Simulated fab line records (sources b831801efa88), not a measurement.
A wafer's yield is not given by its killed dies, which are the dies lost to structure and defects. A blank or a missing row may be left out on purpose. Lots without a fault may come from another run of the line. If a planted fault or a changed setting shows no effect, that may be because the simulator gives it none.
fab line records ; flow sfq_line ; part 1 of 2: steps 1 to 23 of 34
record lots=5; wafers=15; last_day=85
route steps=325 shown M5@205 A5B@209 R5@212 I5@228
lots untouched by any fault: they come from a run of this same line in which no faults occurred
start_h: the number of hours between the record's first day and the start of the first shown wafer of the lot ; wait_h: how many hours have passed since the lot's step before this one ; " as in the row above ; L1.1+2: a single row standing in for several wafers ; - no value, or no start was given ; * or withheld: withheld ; < > ~ a bound
route shown NAME@n: a module of which the file shows steps, and the number in the route of the first ; usual: mean/standard deviation taken from wafers without a fault ; same: alike in all rows ; chamber/n: place in a boat ; sites: per-site readings ; _std_site: how widely they spread, as a standard deviation ; _edge_site: the outer-site mean with the inner-site mean subtracted ; radius_mm: for every site, how far away it sits from the centre of the wafer ; mask NAME#n: copy n ; behind: the tool/chamber that last shaped the wafer ; hold: what put the lot on hold/how long, in hours/how the hold closed ; device: which transistor (n, p or np) failed to switch ; end of line: the same wafers' tests at the end of the route ; a step given without rows: its recipe and nothing more ; killed: at the first sort, the dies lost to defects and structure; wafer yield is something else ; map: a wafer's dies, x killed, . not, _ none there
set.NAME: the run value of the setting; set.NAME@STEP: its run value at that earlier step ; model.NAME: the simulator's own value behind a step, which no gauge read
a table for each step, a row for each wafer; lots at some steps of the route
services: a tool's chamber out of use, with start hour (start_h, from the record's first day; less than 0 if before it), hours out, and reason
## steps
# step SFQ_TRILAYER_M5_BARC_OPEN_METAL_ETCH_161
# recipe mask_material=PR; chemistry=O2; target_depth_nm=125; target=BARC; icp_w=600; bias_w=80; pressure_mtorr=10; time_s=41.7
# usual chamber_pressure_mTorr=10.000/0.0076; drypump_motor_current_A=5.8/0.42; oes_product_au=0.685/0.0043; rf_fwd_power_W=592.1/2.5
lot.wafer;tool;chamber;start_h;wait_h;chamber_pressure_mTorr;drypump_motor_current_A;oes_product_au;rf_fwd_power_W;rf_hours_counter_h
L075.1;rie_metal-04;1;1241.31;0.0;10.006;5.5;0.692;591.0;32
L075.3;rie_metal-04;1;1241.31;0.0;10.007;5.5;0.688;593.0;-
L075.5;rie_metal-04;0;1241.31;0.0;9.985;5.7;0.686;591.7;-
L077.2;rie_metal-03;0;1250.91;0.0;10.007;6.2;0.678;590.3;7
L077.4;rie_metal-03;0;1250.91;0.0;9.994;6.3;0.686;588.7;-
L077.5;rie_metal-03;0;1250.91;0.0;10.022;6.2;0.683;587.9;-
L082.2;rie_metal-03;0;1400.36;0.0;9.993;6.2;0.687;592.1;29
L082.5;rie_metal-03;1;1400.36;0.0;9.992;6.6;0.692;596.0;-
L082.6;rie_metal-03;0;1400.36;0.0;10.000;6.2;0.683;587.7;-
L091.1;rie_metal-04;0;1456.01;0.0;9.994;5.7;0.685;591.9;20
L091.3;rie_metal-04;0;1456.01;0.0;9.996;5.7;0.688;589.0;-
L091.5;rie_metal-04;0;1456.01;0.0;10.011;5.7;0.678;588.6;-
L096.1;rie_metal-01;0;1476.41;0.0;9.996;5.6;0.679;593.4;24
L096.3;rie_metal-01;1;1476.41;0.0;10.003;5.3;0.681;588.7;-
L096.6;rie_metal-01;0;1476.41;0.0;9.994;5.6;0.686;594.0;-
# step SFQ_TRILAYER_M5_ETCH_METAL_ETCH_126
# recipe target=Nb; stop_on=SiO2; mask_material=PR; over_etch_frac=0.15; time_s=203.2; chemistry=Cl2/BCl3; target_depth_nm=265; icp_w=600; bias_w=80; pressure_mtorr=10
# usual chamber_pressure_mTorr=10.000/0.0089; drypump_motor_current_A=5.8/0.42; oes_product_au=0.729/0.0069; rf_fwd_power_W=597.6/2
lot.wafer;tool;chamber;start_h;wait_h;chamber_pressure_mTorr;drypump_motor_current_A;oes_product_au;rf_fwd_power_W;rf_hours_counter_h
L075.1;rie_metal-04;1;1241.37;0.0;9.999;5.6;0.727;601.6;32
L075.3;rie_metal-04;1;1241.37;0.0;10.008;5.5;0.725;600.1;-
L075.5;rie_metal-04;0;1241.37;0.0;10.009;5.7;0.741;598.9;-
L077.2;rie_metal-03;0;1250.97;0.0;9.991;6.2;0.731;596.4;7
L077.4;rie_metal-03;0;1250.97;0.0;9.992;6.2;0.731;595.0;-
L077.5;rie_metal-03;0;1250.97;0.0;9.996;6.2;0.733;595.8;-
L082.2;rie_metal-03;0;1400.42;0.0;9.990;6.2;0.722;596.6;29
L082.5;rie_metal-03;1;1400.42;0.0;10.004;6.6;0.725;596.3;-
L082.6;rie_metal-03;0;1400.42;0.0;9.987;6.2;0.726;598.2;-
L091.1;rie_metal-04;0;1456.13;0.1;9.994;5.7;0.729;597.8;20
L091.3;rie_metal-04;0;1456.13;0.1;9.999;5.7;0.735;595.2;-
L091.5;rie_metal-04;0;1456.13;0.1;9.998;5.7;0.734;596.4;-
L096.1;rie_metal-01;0;1476.47;0.0;10.011;5.6;0.727;597.2;24
L096.3;rie_metal-01;1;1476.47;0.0;10.003;5.3;0.730;598.4;-
L096.6;rie_metal-01;0;1476.47;0.0;9.997;5.6;0.728;597.8;-
# step SFQ_TRILAYER_M5_STRIP_STRIP_127
# recipe gas=O2; power_w=200; platen_temp_c=40; overash_fraction=0.65; chemistry=O2; pressure_mtorr=50
# usual chamber_pressure_mTorr=50.00/0.049; drypump_motor_current_A=5.8/0.42; oes_product_au=0.993/0.016
lot.wafer;tool;chamber;start_h;wait_h;chamber_pressure_mTorr;drypump_motor_current_A;oes_product_au;rf_hours_counter_h
L075.1;rie_metal-04;1;1241.56;0.1;50.06;5.5;0.995;32
L075.3;rie_metal-04;1;1241.56;0.1;49.86;5.5;0.990;-
L075.5;rie_metal-04;0;1241.56;0.1;49.97;5.7;0.975;-
L077.2;rie_metal-03;0;1251.16;0.1;49.96;6.2;1.008;8
L077.4;rie_metal-03;0;1251.16;0.1;50.07;6.2;1.029;-
L077.5;rie_metal-03;0;1251.16;0.1;50.01;6.2;1.007;-
L082.2;rie_metal-03;0;1400.62;0.1;49.96;6.3;1.000;29
L082.5;rie_metal-03;1;1400.62;0.1;49.98;6.6;0.995;-
L082.6;rie_metal-03;0;1400.62;0.1;50.05;6.2;1.002;-
L091.1;rie_metal-04;0;1456.52;0.3;50.01;5.7;0.967;21
L091.3;rie_metal-04;0;1456.52;0.3;50.05;5.7;0.965;-
L091.5;rie_metal-04;0;1456.52;0.3;50.05;5.7;0.982;-
L096.1;rie_metal-01;0;1476.67;0.1;50.07;5.6;1.001;24
L096.3;rie_metal-01;1;1476.67;0.1;49.95;5.3;0.996;-
L096.6;rie_metal-01;0;1476.67;0.1;50.03;5.6;1.008;-
# step SFQ_TRILAYER_M5_STRIP_SOLV_CLEAN_128
# recipe chemistry=NMP; temp_c=70; time_s=600
lot.wafer;tool;chamber;start_h;wait_h
L075.1+3+5;wet_bench-01;0,1,5;1242.16;0.4
L077.2+4+5;wet_bench-02;6,2,7;1251.76;0.4
L082.2+5+6;wet_bench-01;0,5,1;1401.22;0.4
L091.1+3+5;wet_bench-03;3,6,7;1457.72;1.0
L096.1+3+6;wet_bench-01;7,3,1;1477.27;0.4
# step SFQ_TRILAYER_A5B_DEP_PECVD_129
# recipe material=SiO2; temp_c=150; time_s=133.33; pressure_torr=2.4; rf_w=183.3; precursor=SiH4/N2O; target_thk_nm=600
# usual heater_power_w=86/16; rf_fwd_power_W=182.4/0.55; throttle_valve_pct=24.3/0.86
lot.wafer;tool;chamber;start_h;wait_h;heater_power_w;rf_fwd_power_W;throttle_valve_pct
L075.1;pecvd-02;2;1242.34;0.0;108;181.8;24.7
L075.3;pecvd-02;1;1242.34;0.0;94;182.4;24.7
L075.5;pecvd-02;0;1242.34;0.0;80;183.0;25.5
L077.2;pecvd-04;2;1251.94;0.0;94;183.4;24.2
L077.4;pecvd-04;2;1251.94;0.0;97;183.2;24.1
L077.5;pecvd-04;1;1251.94;0.0;80;182.8;26.6
L082.2;pecvd-04;0;1401.39;0.0;93;181.9;22.8
L082.5;pecvd-04;0;1401.39;0.0;96;183.3;22.9
L082.6;pecvd-04;2;1401.39;0.0;85;182.2;23.7
L091.1;pecvd-01;2;1457.91;0.0;83;182.1;24.8
L091.3;pecvd-01;0;1457.91;0.0;59;181.9;23.5
L091.5;pecvd-01;1;1457.91;0.0;113;182.1;24.5
L096.1;pecvd-01;1;1477.44;0.0;112;182.8;24.5
L096.3;pecvd-01;0;1477.44;0.0;57;182.4;23.8
L096.6;pecvd-01;2;1477.44;0.0;91;182.4;24.8
# step SFQ_TRILAYER_A5B_CMP_CMP_130
# recipe stop_on=Nb; down_force_psi=3; platen_rpm=60; target_thk_nm=340.7
# usual motor_current_A=10.0/0.57
lot.wafer;tool;chamber;start_h;wait_h;motor_current_A
L075.1;cmp-02;0;1246.36;4.0;9.7
L075.3;cmp-02;2;1247.36;5.0;11.0
L075.5;cmp-02;1;1248.86;6.4;10.2
L077.4;cmp-02;2;1258.36;6.3;10.4
L077.2;cmp-02;3;1258.36;6.3;9.3
L077.5;cmp-02;3;1260.86;8.8;9.8
L082.2;cmp-01;3;1403.36;1.9;9.7
L082.5;cmp-01;3;1405.36;3.9;9.3
L082.6;cmp-01;0;1405.36;3.9;10.6
L091.1;cmp-01;0;1469.06;11.1;10.6
L091.3;cmp-01;1;1469.06;11.1;10.2
L091.5;cmp-01;1;1471.56;13.6;9.7
L096.1;cmp-01;1;1488.06;10.6;10.1
L096.3;cmp-01;2;1488.06;10.6;10.1
L096.6;cmp-01;3;1488.06;10.6;9.8
# step SFQ_TRILAYER_A5B_METRO_MEASURE_131
# usual thk_nm=340/6.4
lot.wafer;tool;chamber;start_h;wait_h;thk_nm
L075.1;film_metro-04;-;1249.36;2.5;341
L075.3;film_metro-04;-;1249.36;2.5;341
L075.5;film_metro-04;-;1249.36;2.5;338
L077.2;film_metro-03;-;1261.56;2.2;333
L077.4;film_metro-03;-;1261.56;2.2;344
L077.5;film_metro-03;-;1261.56;2.2;332
L082.2;film_metro-03;-;1406.56;2.7;333
L082.5;film_metro-03;-;1406.56;2.7;331
L082.6;film_metro-03;-;1406.56;2.7;343
L091.1;film_metro-01;-;1472.06;2.5;333
L091.3;film_metro-01;-;1472.06;2.5;348
L091.5;film_metro-01;-;1472.06;2.5;340
L096.1;film_metro-03;-;1490.06;1.5;350
L096.3;film_metro-03;-;1490.06;1.5;345
L096.6;film_metro-03;-;1490.06;1.5;333
# step SFQ_TRILAYER_R5_DEP_SPUTTER_132
# recipe material=Ti; base_pressure_pa=1.33e-06; target_thk_nm=5; power_w=2000; time_s=5; chamber_pressure_pa=0.4
# usual throttle_valve_pct=29.5/0.99
lot.wafer;tool;chamber;start_h;wait_h;throttle_valve_pct
L075.1;pvd_sputter-03;-;1250.56;1.0;28.8
L075.3;pvd_sputter-03;-;1250.56;1.0;28.9
L075.5;pvd_sputter-03;-;1250.56;1.0;28.9
L077.2;pvd_sputter-03;-;1262.56;0.8;30.6
L077.4;pvd_sputter-03;-;1262.56;0.8;28.7
L077.5;pvd_sputter-03;-;1262.56;0.8;28.8
L082.2;pvd_sputter-03;-;1407.56;0.8;30.4
L082.5;pvd_sputter-03;-;1407.56;0.8;30.1
L082.6;pvd_sputter-03;-;1407.56;0.8;29.0
L091.1;pvd_sputter-06;-;1473.26;1.0;29.6
L091.3;pvd_sputter-06;-;1473.26;1.0;27.7
L091.5;pvd_sputter-06;-;1473.26;1.0;27.8
L096.1;pvd_sputter-04;-;1491.26;1.0;29.5
L096.3;pvd_sputter-04;-;1491.26;1.0;27.7
L096.6;pvd_sputter-04;-;1491.26;1.0;27.8
# step SFQ_TRILAYER_R5_DEP_SPUTTER_133
# recipe material=MoNx; base_pressure_pa=1.33e-06; target_thk_nm=40; power_w=1000; time_s=66.7; chamber_pressure_pa=0.4
# usual throttle_valve_pct=29.5/1
lot.wafer;tool;chamber;start_h;wait_h;throttle_valve_pct
L075.1;pvd_sputter-03;-;1250.58;0.0;28.5
L075.3;pvd_sputter-03;-;1250.58;0.0;29.0
L075.5;pvd_sputter-03;-;1250.58;0.0;28.6
L077.2;pvd_sputter-03;-;1262.58;0.0;30.2
L077.4;pvd_sputter-03;-;1262.58;0.0;28.7
L077.5;pvd_sputter-03;-;1262.58;0.0;28.7
L082.2;pvd_sputter-03;-;1407.57;0.0;30.2
L082.5;pvd_sputter-03;-;1407.57;0.0;30.0
L082.6;pvd_sputter-03;-;1407.57;0.0;29.2
L091.1;pvd_sputter-06;-;1473.27;0.0;29.4
L091.3;pvd_sputter-06;-;1473.27;0.0;27.8
L091.5;pvd_sputter-06;-;1473.27;0.0;27.8
L096.1;pvd_sputter-04;-;1491.27;0.0;29.7
L096.3;pvd_sputter-04;-;1491.27;0.0;27.6
L096.6;pvd_sputter-04;-;1491.27;0.0;27.6
# step SFQ_TRILAYER_R5_DEP_SPUTTER_134
# recipe material=Ti; base_pressure_pa=1.33e-06; target_thk_nm=5; power_w=2000; time_s=5; chamber_pressure_pa=0.4
# usual throttle_valve_pct=29.5/0.99
lot.wafer;tool;chamber;start_h;wait_h;throttle_valve_pct
L075.1;pvd_sputter-03;-;1250.64;0.0;28.7
L075.3;pvd_sputter-03;-;1250.64;0.0;28.8
L075.5;pvd_sputter-03;-;1250.64;0.0;28.8
L077.2;pvd_sputter-03;-;1262.64;0.0;30.4
L077.4;pvd_sputter-03;-;1262.64;0.0;28.8
L077.5;pvd_sputter-03;-;1262.64;0.0;28.5
L082.2;pvd_sputter-03;-;1407.63;0.0;30.4
L082.5;pvd_sputter-03;-;1407.63;0.0;30.0
L082.6;pvd_sputter-03;-;1407.63;0.0;29.2
L091.1;pvd_sputter-06;-;1473.33;0.0;29.5
L091.3;pvd_sputter-06;-;1473.33;0.0;27.4
L091.5;pvd_sputter-06;-;1473.33;0.0;27.8
L096.1;pvd_sputter-04;-;1491.33;0.0;30.0
L096.3;pvd_sputter-04;-;1491.33;0.0;27.8
L096.6;pvd_sputter-04;-;1491.33;0.0;27.8
# step SFQ_R5_RS_MEAS_933
# recipe thk_meas_gauge=four-point-probe; reads=Ti_of_TRILAYER_R5_DEP_SPUTTER_134+MoNx_of_TRILAYER_R5_DEP_SPUTTER_133+Ti_of_TRILAYER_R5_DEP_SPUTTER_132
# usual R5_MONX_RS=7.05/0.082
lot.wafer;tool;chamber;start_h;wait_h;R5_MONX_RS[ohm/sq]
L075.1;film_metro-03;-;1250.66;0.0;7.04
L075.3;film_metro-03;-;1250.66;0.0;7.15
L075.5;film_metro-03;-;1250.66;0.0;7.08
L077.2;film_metro-02;-;1262.68;0.0;7.05
L077.4;film_metro-02;-;1262.68;0.0;7.10
L077.5;film_metro-02;-;1262.68;0.0;7.05
L082.2;film_metro-02;-;1407.67;0.0;7.07
L082.5;film_metro-02;-;1407.67;0.0;7.16
L082.6;film_metro-02;-;1407.67;0.0;7.16
L091.1;film_metro-03;-;1473.35;0.0;7.03
L091.3;film_metro-03;-;1473.35;0.0;7.14
L091.5;film_metro-03;-;1473.35;0.0;7.09
L096.1;film_metro-01;-;1491.35;0.0;7.01
L096.3;film_metro-01;-;1491.35;0.0;7.00
L096.6;film_metro-01;-;1491.35;0.0;6.97
# step SFQ_R5_THK_MEAS_934
# recipe thk_meas_gauge=xrf; reads=MoNx_of_TRILAYER_R5_DEP_SPUTTER_133
# usual R5_MONX_THK=40.1/0.54
lot.wafer;tool;chamber;start_h;wait_h;R5_MONX_THK[nm]
L075.1;film_metro-03;-;1250.78;0.1;40.0
L075.3;film_metro-03;-;1250.78;0.1;39.3
L075.5;film_metro-03;-;1250.78;0.1;39.6
L077.2;film_metro-02;-;1262.79;0.1;39.7
L077.4;film_metro-02;-;1262.79;0.1;39.4
L077.5;film_metro-02;-;1262.79;0.1;39.8
L082.2;film_metro-02;-;1407.78;0.1;40.2
L082.5;film_metro-02;-;1407.78;0.1;39.5
L082.6;film_metro-02;-;1407.78;0.1;39.7
L091.1;film_metro-03;-;1473.47;0.1;40.0
L091.3;film_metro-03;-;1473.47;0.1;39.1
L091.5;film_metro-03;-;1473.47;0.1;39.3
L096.1;film_metro-01;-;1491.47;0.1;40.6
L096.3;film_metro-01;-;1491.47;0.1;40.8
L096.6;film_metro-01;-;1491.47;0.1;40.7
# step SFQ_TRILAYER_R5_LITHO_COAT_141
# recipe resist=BARC; spin_rpm=3000; resist_thk_nm=62
lot.wafer;tool;chamber;start_h;wait_h
L075.1+3+5;litho_track-02;0;1250.87;0.1
L077.2+4+5;litho_track-04;0;1262.89;0.1
L082.2+5+6;litho_track-02;0;1407.88;0.1
L091.1+3+5;litho_track-04;0;1473.53;0.1
L096.1+3+6;litho_track-02;0;1491.53;0.1
# step SFQ_TRILAYER_R5_LITHO_COAT_136
# recipe resist=KrF; spin_rpm=3000; resist_thk_nm=600
lot.wafer;tool;chamber;start_h;wait_h
L075.1+3+5;litho_track-02;0;1251.17;0.2
L077.2+4+5;litho_track-04;0;1263.19;0.2
L082.2+5+6;litho_track-02;0;1408.18;0.2
L091.1+3+5;litho_track-04;0;1473.83;0.2
L096.1+3+6;litho_track-02;0;1491.83;0.2
# step SFQ_TRILAYER_R5_LITHO_SOFTBAKE_140
# recipe temp_c=withheld; time_s=withheld; resist=KrF
lot.wafer;tool;chamber;start_h;wait_h
L075.1+3+5;litho_track-02;0;1251.47;0.2
L077.2+4+5;litho_track-04;0;1263.46;0.2
L082.2+5+6;litho_track-02;0;1408.45;0.2
L091.1+3+5;litho_track-04;0;1474.13;0.2
L096.1+3+6;litho_track-02;0;1492.13;0.2
# step SFQ_TRILAYER_R5_LITHO_EXPOSE_137
# recipe mask_id=R5; na=0.6; source_shape=conventional; sigma_outer=0.65; target_cd_nm=500; dose_mj=14.4
# same na=0.6
lot.wafer;tool;chamber;start_h;wait_h;mask
L075.1+3+5;krf_scanner-01;0;1372.70;-;R5#0
L077.2+4+5;krf_scanner-02;0;1382.23;-;R5#0
L082.2+5+6;krf_scanner-01;0;1409.03;-;R5#0
L091.1+3+5;krf_scanner-01;0;1474.53;-;R5#0
L096.1+3+6;krf_scanner-01;0;1494.93;-;R5#0
# step SFQ_TRILAYER_R5_LITHO_PEB_139
# recipe peb_temp_c=115; peb_time_s=60; resist=KrF
lot.wafer;tool;chamber;start_h;wait_h
L075.1+3+5;litho_track-02;0;1373.90;1.0
L077.2+4+5;litho_track-04;0;1383.25;0.8
L082.2+5+6;litho_track-03;0;1410.06;0.8
L091.1+3+5;litho_track-04;0;1475.73;1.0
L096.1+3+6;litho_track-02;0;1496.13;1.0
# step SFQ_TRILAYER_R5_LITHO_DEVELOP_138
# recipe time_s=60; resist=KrF
lot.wafer;tool;chamber;start_h;wait_h
L075.1+3+5;litho_track-02;0;1374.05;0.1
L077.2+4+5;litho_track-04;0;1383.40;0.1
L082.2+5+6;litho_track-03;0;1410.21;0.1
L091.1+3+5;litho_track-04;0;1475.88;0.1
L096.1+3+6;litho_track-02;0;1496.28;0.1
# step SFQ_R5_OVL_MEAS_935
# usual R5_OVL=2/5.5
lot.wafer;tool;chamber;start_h;wait_h;R5_OVL[nm]
L075.1;overlay-02;-;1374.20;0.1;0
L075.3;overlay-02;-;1374.20;0.1;5
L075.5;overlay-02;-;1374.20;0.1;7
L077.2;overlay-02;-;1383.53;0.1;-1
L077.4;overlay-02;-;1383.53;0.1;2
L077.5;overlay-02;-;1383.53;0.1;6
L082.2;overlay-02;-;1410.34;0.1;9
L082.5;overlay-02;-;1410.34;0.1;2
L082.6;overlay-02;-;1410.34;0.1;2
L091.1;overlay-01;-;1476.03;0.1;-3
L091.3;overlay-01;-;1476.03;0.1;-2
L091.5;overlay-01;-;1476.03;0.1;-8
L096.1;overlay-01;-;1496.43;0.1;-7
L096.3;overlay-01;-;1496.43;0.1;0
L096.6;overlay-01;-;1496.43;0.1;-8
# step SFQ_TRILAYER_R5_BARC_OPEN_METAL_ETCH_177
# recipe mask_material=PR; chemistry=O2; target_depth_nm=125; target=BARC; icp_w=600; bias_w=80; pressure_mtorr=10; time_s=41.7
# usual chamber_pressure_mTorr=9.999/0.0081; drypump_motor_current_A=6.1/0.45; oes_product_au=0.685/0.0046; rf_fwd_power_W=593.4/2.7
lot.wafer;tool;chamber;start_h;wait_h;chamber_pressure_mTorr;drypump_motor_current_A;oes_product_au;rf_fwd_power_W;rf_hours_counter_h
L075.1;rie_metal-02;1;1374.24;0.0;10.018;6.2;0.686;594.0;100
L075.3;rie_metal-02;1;1374.24;0.0;9.997;6.2;0.695;595.3;-
L075.5;rie_metal-02;0;1374.24;0.0;9.989;5.4;0.687;596.2;-
L077.2;rie_metal-02;0;1383.56;0.0;9.994;5.4;0.685;598.6;78
L077.4;rie_metal-02;1;1383.56;0.0;10.010;6.2;0.679;591.9;-
L077.5;rie_metal-02;0;1383.56;0.0;10.014;5.4;0.686;596.9;-
L082.2;rie_metal-03;0;1410.37;0.0;9.999;6.2;0.680;589.6;30
L082.5;rie_metal-03;1;1410.37;0.0;9.996;6.5;0.689;595.3;-
L082.6;rie_metal-03;0;1410.37;0.0;9.986;6.2;0.688;592.7;-
L091.1;rie_metal-03;0;1476.06;0.0;10.002;6.2;0.686;590.2;38
L091.3;rie_metal-03;1;1476.06;0.0;10.003;6.5;0.679;594.4;-
L091.5;rie_metal-03;1;1476.06;0.0;9.992;6.6;0.688;597.2;-
L096.1;rie_metal-02;0;1496.46;0.0;10.002;5.4;0.686;595.2;95
L096.3;rie_metal-02;0;1496.46;0.0;10.009;5.4;0.684;593.9;-
L096.6;rie_metal-02;0;1496.46;0.0;9.998;5.4;0.679;595.5;-
# step SFQ_TRILAYER_R5_ETCH_METAL_ETCH_139
# recipe stop_on=SiO2; mask_material=PR; chemistry=Cl2; target_depth_nm=60; icp_w=600; bias_w=80; pressure_mtorr=10; time_s=40
# usual chamber_pressure_mTorr=10.000/0.0096; drypump_motor_current_A=6.1/0.45; oes_product_au=0.992/0.0056; rf_fwd_power_W=593.0/2.9
lot.wafer;tool;chamber;start_h;wait_h;chamber_pressure_mTorr;drypump_motor_current_A;oes_product_au;rf_fwd_power_W;rf_hours_counter_h
L075.1;rie_metal-02;1;1374.30;0.0;9.994;6.2;0.995;598.3;100
L075.3;rie_metal-02;1;1374.30;0.0;9.999;6.2;0.998;600.8;-
L075.5;rie_metal-02;0;1374.30;0.0;10.000;5.5;0.991;593.5;-
L077.2;rie_metal-02;0;1383.62;0.0;10.003;5.4;0.988;595.4;78
L077.4;rie_metal-02;1;1383.62;0.0;10.018;6.2;0.989;592.7;-
L077.5;rie_metal-02;0;1383.62;0.0;10.004;5.4;0.989;590.7;-
L082.2;rie_metal-03;0;1410.43;0.0;10.020;6.2;0.993;589.2;30
L082.5;rie_metal-03;1;1410.43;0.0;9.991;6.6;0.988;596.8;-
L082.6;rie_metal-03;0;1410.43;0.0;9.996;6.2;0.999;589.6;-
L091.1;rie_metal-03;0;1476.12;0.0;9.994;6.2;0.987;589.5;38
L091.3;rie_metal-03;1;1476.12;0.0;9.991;6.6;0.987;597.8;-
L091.5;rie_metal-03;1;1476.12;0.0;10.000;6.5;0.996;595.8;-
L096.1;rie_metal-02;0;1496.52;0.0;9.995;5.5;1.000;592.8;95
L096.3;rie_metal-02;0;1496.52;0.0;10.001;5.5;0.989;594.6;-
L096.6;rie_metal-02;0;1496.52;0.0;9.999;5.4;0.988;594.5;-
# step SFQ_TRILAYER_R5_STRIP_STRIP_140
# recipe gas=O2; power_w=200; platen_temp_c=40; overash_fraction=0.65; chemistry=O2; pressure_mtorr=50
# usual chamber_pressure_mTorr=50.00/0.048; drypump_motor_current_A=6.1/0.45; oes_product_au=1.005/0.0083
lot.wafer;tool;chamber;start_h;wait_h;chamber_pressure_mTorr;drypump_motor_current_A;oes_product_au;rf_hours_counter_h
L075.1;rie_metal-02;1;1374.36;0.0;49.98;6.2;1.018;100
L075.3;rie_metal-02;1;1374.36;0.0;50.02;6.2;1.014;-
L075.5;rie_metal-02;0;1374.36;0.0;49.98;5.4;1.011;-
L077.2;rie_metal-02;0;1383.68;0.0;49.97;5.4;0.991;78
L077.4;rie_metal-02;1;1383.68;0.0;49.98;6.2;1.016;-
L077.5;rie_metal-02;0;1383.68;0.0;49.98;5.4;0.984;-
L082.2;rie_metal-03;0;1410.48;0.0;49.97;6.2;1.011;30
L082.5;rie_metal-03;1;1410.48;0.0;50.00;6.5;1.006;-
L082.6;rie_metal-03;0;1410.48;0.0;49.97;6.2;1.006;-
L091.1;rie_metal-03;0;1476.18;0.0;50.02;6.2;0.998;39
L091.3;rie_metal-03;1;1476.18;0.0;50.06;6.6;1.026;-
L091.5;rie_metal-03;1;1476.18;0.0;50.07;6.6;1.003;-
L096.1;rie_metal-02;0;1496.58;0.0;50.01;5.5;1.020;95
L096.3;rie_metal-02;0;1496.58;0.0;50.05;5.4;1.005;-
L096.6;rie_metal-02;0;1496.58;0.0;49.99;5.4;1.004;-
# step SFQ_TRILAYER_R5_STRIP_SOLV_CLEAN_141
# recipe chemistry=NMP; temp_c=70; time_s=600
lot.wafer;tool;chamber;start_h;wait_h
L075.1+3+5;wet_bench-03;2,3,6;1374.96;0.4
L077.2+4+5;wet_bench-01;6,3,5;1384.28;0.4
L082.2+5+6;wet_bench-03;7,3,4;1411.08;0.4
L091.1+3+5;wet_bench-03;2,0,3;1476.78;0.4
L096.1+3+6;wet_bench-04;6,4,3;1497.18;0.4
